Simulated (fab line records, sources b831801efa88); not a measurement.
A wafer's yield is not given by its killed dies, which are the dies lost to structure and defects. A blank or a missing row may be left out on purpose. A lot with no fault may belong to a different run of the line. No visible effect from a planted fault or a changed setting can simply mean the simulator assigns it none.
fab line records	flow sky130
record lots=14	wafers=42	lastDay=50
route steps=708 shown LDD_LDN@294
lots untouched by any fault: they come from a run of this same line in which no faults occurred
startH: hours from the record's opening day to when the first of the lot's shown wafers began	waitH: time in hours since the lot's previous step	" as in the row above	L1.1+2: a row that stands for several wafers	- no value, or no start given	* or withheld: withheld	< > ~ a bound
route shown NAME@n: names a module that has steps shown in the file, with the first one's number in the route	usual: mean/standard deviation of fault-free wafers	same: alike in all rows	chamber/n: place in a boat	sites: per-site readings	_std_site: standard deviation across them	_edge_site: outer sites' mean less inner sites'	radiusMm: how far each site lies from the wafer's centre	mask NAME#n: copy n	behind: the last tool/chamber to shape the wafer	hold: the reason the lot was held/the length of the hold in hours/how it ended	device: whichever transistor did not switch (one of n, p or np)	end of line: the route-end tests of the same wafers	a step without rows: its recipe alone	killed: dies lost to structure and defects at the first sort, not the wafer's yield	map: dies across one wafer; x = killed, . = not, _ = none there
set.NAME: setting as actually run; set.NAME@STEP: the setting as run at that earlier step	model.NAME: the simulator's own value behind a step, which no gauge read
steps of the route over a sample of lots; a table a step, a row a wafer
## steps
# step SKY_LDD_LDN_PEB_05
# recipe tempC=withheld	timeS=*	resist=NOVOLAK
# usual chillPlateTempC=*	exhaustPa=45.2/0.85
lot.wafer	tool	chamber	startH	waitH	chillPlateTempC	exhaustPa
L566.2	lithoTrack-02	0	536.51	-	*	44.0
L566.4	"	0	"	"	*	44.7
L566.5	"	0	"	"	*	43.7
L567.2	lithoTrack-01	0	546.21	-	*	45.8
L567.3	"	0	"	"	*	45.0
L567.6	"	0	"	"	*	46.8
L569.1	lithoTrack-02	0	570.34	-	*	42.9
L569.2	"	0	"	"	*	44.4
L569.3	"	0	"	"	*	45.8
L571.4	lithoTrack-01	0	579.81	-	*	45.6
L571.5	"	0	"	"	*	45.4
L571.6	"	0	"	"	*	44.9
L572.1	lithoTrack-01	0	591.64	-	*	45.3
L572.2	"	0	"	"	*	44.7
L572.3	"	0	"	"	*	45.0
L577.2	lithoTrack-02	-	627.66	-	-	-
L577.5	"	-	"	"	-	-
L577.6	"	-	"	"	-	-
L578.1	lithoTrack-01	-	636.84	-	-	-
L578.2	"	-	"	"	-	-
L578.5	"	-	"	"	-	-
L581.2	lithoTrack-03	0	671.08	-	*	44.6
L581.3	"	0	"	"	*	44.7
L581.4	"	0	"	"	*	44.8
L582.1	lithoTrack-02	0	677.49	-	*	45.3
L582.5	"	0	"	"	*	44.5
L582.6	"	0	"	"	*	44.9
L583.1	lithoTrack-02	0	682.54	-	*	45.3
L583.2	"	0	"	"	*	46.6
L583.4	"	0	"	"	*	47.0
L584.1	lithoTrack-01	0	696.99	-	*	43.2
L584.5	"	0	"	"	*	46.5
L584.6	"	0	"	"	*	45.7
L586.1	lithoTrack-01	0	705.89	-	*	44.8
L586.4	"	0	"	"	*	46.9
L586.6	"	0	"	"	*	46.3
L587.4	lithoTrack-02	0	709.31	-	*	45.4
L587.5	"	0	"	"	*	44.8
L587.6	"	0	"	"	*	46.0
L588.4	lithoTrack-02	0	717.11	-	*	44.9
L588.5	"	0	"	"	*	45.4
L588.6	"	0	"	"	*	43.8
## key
firstSign step=SKY_LDD_LDN_PEB_05	reading=toolRecord	direction=missing
effect none on later readings
metAt SKY_LDD_LDN_PEB_05
struckLots L577,L578
sortLeftOut L577.2,L577.5,L577.6,L578.1,L578.2,L578.5
testerLeftOut L577,L578
onsetBetween 591.64 627.66
fault kind=skippedStepWhole	tool=lithoTrack-01,lithoTrack-02	chamber=-	onsetH=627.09	steps=SKY_LDD_LDN_PEB_05	scope=struckLotsOnly
# testerLeftOut: of these lots the tester's yield and bins aren't shown, on N5 and GAA mostly nor the transistor test; their killed dies are dies lost to structure and defects alone, not to doping, threshold or leakage, so they don't give the yield
# sortLeftOut: the simulated sort isn't trusted on such a fault, so these wafers' sort isn't shown, and their yield isn't known
